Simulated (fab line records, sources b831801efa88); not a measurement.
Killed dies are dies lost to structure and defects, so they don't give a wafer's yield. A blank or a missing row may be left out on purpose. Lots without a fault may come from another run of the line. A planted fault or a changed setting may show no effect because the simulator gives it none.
One fault seen from 2 desks | flow gf180mcu | each desk has only its own numbers; what lay behind them comes last

THE TOOL OWNER'S DESK: litho_track-04
The tool's own readings at GF_SAB_DEVELOP_08 (develop time 60 s): means of the sampled wafers that have a number, for each lot that ran on this tool. A lot is out of limits, marked OUT, if its mean lies more than 4 standard deviations from the usual mean; the brackets give that distance.
Columns: A = chill_plate_temp_C at GF_SAB_DEVELOP_08, usual 23.03 C
lot  | first seen here | A
L685 | day 15 05:15    | 23.09
L695 | day 19 06:01    | 23.08
L696 | day 19 10:30    | 23.13
L704 | day 21 21:51    | 22.96
This desk's finding: nothing out of limits on any of the 4 lots.

THE METROLOGY DESK
What the gauges read, lot by lot, whatever tool the lot ran on: means of the sampled wafers that have a number. A lot is out of limits, marked OUT, if its mean lies more than 4 standard deviations from the usual mean; the brackets give that distance.
Columns: A = V5_CVD_02_THK at GF_V5_THK_MEAS_03, usual 1459 nm; B = V5_W_THK at GF_V5_THK_MEAS_25, usual 364 nm; C = TOP_METAL_OVL at GF_TOP_METAL_OVL_MEAS_15, usual 0.4 nm
lot  | first seen here | A    | B   | C
L685 | day 26 11:10    | 1451 | 356 | -0.4
L688 | day 27 04:44    | 1431 | 366 | 1.9
L690 | day 27 19:43    | 1471 | 364 | -1.6
L691 | day 28 06:49    | 1452 | 363 | 0.7
L701 | day 31 10:32    | 1458 | 371 | 0.3
L702 | day 31 11:52    | 1489 | 370 | -0.6
L703 | day 31 15:23    | 1470 | 365 | 0.8
L704 | day 31 21:11    | 1438 | 367 | 0.2
L705 | day 32 02:40    | 1445 | 365 | 0.1
L706 | day 32 08:36    | 1452 | 365 | 1.6
L707 | day 32 12:32    | 1453 | 362 | 0.4
L708 | day 32 23:46    | 1471 | 358 | 2.1
This desk's finding: nothing out of limits on any of the 12 lots.

PUT TOGETHER
The tool owner's desk saw nothing out of limits.
The metrology desk saw nothing out of limits.

WHAT THE SIMULATOR HAD PUT IN
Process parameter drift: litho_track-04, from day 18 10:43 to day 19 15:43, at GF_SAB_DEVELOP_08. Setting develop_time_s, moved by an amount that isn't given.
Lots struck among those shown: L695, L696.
